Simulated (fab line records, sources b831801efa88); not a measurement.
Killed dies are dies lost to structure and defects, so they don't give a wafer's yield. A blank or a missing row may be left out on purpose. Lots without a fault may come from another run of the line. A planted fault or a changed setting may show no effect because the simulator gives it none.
A struck lot beside a sound one | flow gf180mcu | 14 steps out of a route of 602
Sound: wafers L898.2, L898.5, L898.6. Struck: wafers L910.3, L910.4, L910.5. The cause comes at the end.
At each step with rows: each side's tool, then ch and its chambers, then its first start. Under that, the readings that differ: sound wafers | struck wafers | difference of the means | sigmas: that difference in standard deviations of wafers without a fault.
alike: readings whose means differ by less than 2 such deviations, and words and numbers that are the same on both sides. not compared: withheld readings, readings that some wafer has no value for, bounds like >300 that may hide the same value, and numbers for which the record gives no deviation and whose values overlap.
The two part at a step that has a row with sigmas, a row that says differs or no value, or rows on one side only. Numbers that don't overlap but have no deviation are shown without sigmas and don't part them. A reading that every wafer of one side lacks parts them only if that side has two wafers or more.

first, 2 steps without rows for these wafers: GF_M3_CLEAN_19 (cleans in DIW); GF_V3_CVD_00 (deposits SiO2, target thk 600 nm, time 100 s).
GF_V3_THK_MEAS_01:
  sound on film_metro-02, day 22 16:49; struck on film_metro-02, day 27 00:17
  alike: V3_CVD_00_THK
GF_V3_CVD_02: deposits SiO2 from TEOS, target thk 850 nm, time 94.851 s.
  sound on pecvd-03 ch 1,2, day 22 16:52; struck on pecvd-01 ch 0,1, day 27 00:19
  alike: heater_power_w
GF_V3_THK_MEAS_03:
  sound on film_metro-01, day 22 16:56; struck on film_metro-02, day 27 00:25
  alike: V3_CVD_02_THK
GF_V3_CMP_04: polishes SiO2.
  sound on cmp-02 ch 0,3, day 22 17:02; struck on cmp-02 ch 0,1, day 27 00:27
  alike: motor_current_A, time_to_endpoint_s
GF_V3_BOW_MEAS_05:
  sound on film_metro-03, day 22 17:19; struck on film_metro-03, day 27 00:47
  alike: V3_BOW
then, 5 steps without rows for these wafers: GF_V3_DEHYDRATE_06 (time 60 s); GF_V3_HMDS_07 (prime time 60 s); GF_V3_COAT_08; GF_V3_COAT_09 (resist thk 1000 nm); GF_V3_SOFTBAKE_10 (time 60 s).
GF_V3_EXPOSE_11: exposes mask Via3, target cd 260 nm.
  sound on krf_scanner-01 ch 0, day 23 05:36; struck on krf_scanner-01, day 27 10:43
  no value came back on the struck wafers for exposure_dose_mJ_cm2, focus_offset_nm (nm); on the sound wafers exposure_dose_mJ_cm2 reads 38.88 38.89 38.87
  alike: mask
then, 1 step without rows for these wafers: GF_V3_PEB_12 (peb time 90 s).

WHERE THEY PART
Only at GF_V3_EXPOSE_11, within this record.

WHY: what the simulator had put in
Skipped step whole: krf_scanner-01, from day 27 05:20 on, at GF_V3_EXPOSE_11. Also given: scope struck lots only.
